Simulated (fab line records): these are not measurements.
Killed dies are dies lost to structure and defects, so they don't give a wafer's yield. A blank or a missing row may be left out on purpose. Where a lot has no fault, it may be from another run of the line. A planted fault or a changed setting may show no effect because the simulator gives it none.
Chamber matching || flow sky130 || 4 sister chambers for SKY_VIA3_ETCH_15 on rieDiel-01
The step etches SiO2 in C4F8/O2/Ar, stops on TiN, target depth 507 nm, time 78 s. 20 wafers are shown with their chamber, then 10 later ones without.

WAFERS, EACH WITH ITS CHAMBER
{"wafer": "L077.2", "chamber": 1, "oesProductAu (a.u.)": 0.948}
{"wafer": "L077.4", "chamber": 3, "oesProductAu (a.u.)": 0.947}
{"wafer": "L077.5", "chamber": 3, "oesProductAu (a.u.)": 0.944}
{"wafer": "L079.1", "chamber": 2, "oesProductAu (a.u.)": 0.955}
{"wafer": "L079.3", "chamber": 1, "oesProductAu (a.u.)": 0.949}
{"wafer": "L079.4", "chamber": 3, "oesProductAu (a.u.)": 0.948}
{"wafer": "L080.1", "chamber": 2, "oesProductAu (a.u.)": 0.945}
{"wafer": "L080.2", "chamber": 3, "oesProductAu (a.u.)": 0.946}
{"wafer": "L080.3", "chamber": 0, "oesProductAu (a.u.)": 0.946}
{"wafer": "L082.1", "chamber": 3, "oesProductAu (a.u.)": 0.950}
{"wafer": "L082.2", "chamber": 2, "oesProductAu (a.u.)": 0.945}
{"wafer": "L082.4", "chamber": 1, "oesProductAu (a.u.)": 0.944}
{"wafer": "L086.1", "chamber": 0, "oesProductAu (a.u.)": 0.948}
{"wafer": "L086.3", "chamber": 0, "oesProductAu (a.u.)": 0.953}
{"wafer": "L086.5", "chamber": 0, "oesProductAu (a.u.)": 0.946}
{"wafer": "L085.2", "chamber": 1, "oesProductAu (a.u.)": 0.944}
{"wafer": "L085.5", "chamber": 3, "oesProductAu (a.u.)": 0.945}
{"wafer": "L085.6", "chamber": 1, "oesProductAu (a.u.)": 0.944}
{"wafer": "L087.1", "chamber": 3, "oesProductAu (a.u.)": 0.943}
{"wafer": "L087.3", "chamber": 1, "oesProductAu (a.u.)": 0.943}

SIGNATURES (averages over the wafers above)
{"reading": "oesProductAu", "chamber 0": 0.94825, "chamber 1": 0.94533, "chamber 2": 0.94833, "chamber 3": 0.94614, "scatter within a chamber": 0.00322}
Rule: a wafer's distance from a chamber is the root of the sum, over the readings, of the square of ((its reading less the chamber's mean) divided by the reading's scatter). If the next closest chamber is less than 2 further off than the closest, the wafer can't be placed; otherwise it belongs to the closest. The scatter: take each reading less its chamber's mean, square it, sum over the shown wafers, divide by the number of wafers less the number of chambers, and take the root.

WAFERS WITHOUT THEIR CHAMBER
{"wafer": "L087.6", "oesProductAu (a.u.)": 0.947}
{"wafer": "L088.2", "oesProductAu (a.u.)": 0.948}
{"wafer": "L088.3", "oesProductAu (a.u.)": 0.943}
{"wafer": "L088.4", "oesProductAu (a.u.)": 0.947}
{"wafer": "L089.2", "oesProductAu (a.u.)": 0.944}
{"wafer": "L089.5", "oesProductAu (a.u.)": 0.951}
{"wafer": "L089.6", "oesProductAu (a.u.)": 0.953}
{"wafer": "L092.2", "oesProductAu (a.u.)": 0.946}
{"wafer": "L092.4", "oesProductAu (a.u.)": 0.937}
{"wafer": "L092.5", "oesProductAu (a.u.)": 0.948}

THE CHAMBER EACH PASSED THROUGH
{"wafer": "L087.6", "from the rows above": "can't be placed: 3 or 0 or 2 or 1", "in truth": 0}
{"wafer": "L088.2", "from the rows above": "can't be placed: 0 or 2 or 3 or 1", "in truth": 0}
{"wafer": "L088.3", "from the rows above": "can't be placed: 1 or 3 or 0 or 2", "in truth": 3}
{"wafer": "L088.4", "from the rows above": "can't be placed: 3 or 0 or 2 or 1", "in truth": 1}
{"wafer": "L089.2", "from the rows above": "can't be placed: 1 or 3 or 0 or 2", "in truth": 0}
{"wafer": "L089.5", "from the rows above": "can't be placed: 2 or 0 or 3 or 1", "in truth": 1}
{"wafer": "L089.6", "from the rows above": "can't be placed: 2 or 0 or 3 or 1", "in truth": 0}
{"wafer": "L092.2", "from the rows above": "can't be placed: 3 or 1 or 0 or 2", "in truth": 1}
{"wafer": "L092.4", "from the rows above": "can't be placed: 1 or 3 or 0 or 2", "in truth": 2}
{"wafer": "L092.5", "from the rows above": "can't be placed: 0 or 2 or 3 or 1", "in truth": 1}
0 of 10 placed correctly. Cannot be placed on the basis of these rows: 10; the candidates contain the true chamber in 10. Placed wrongly: 0.
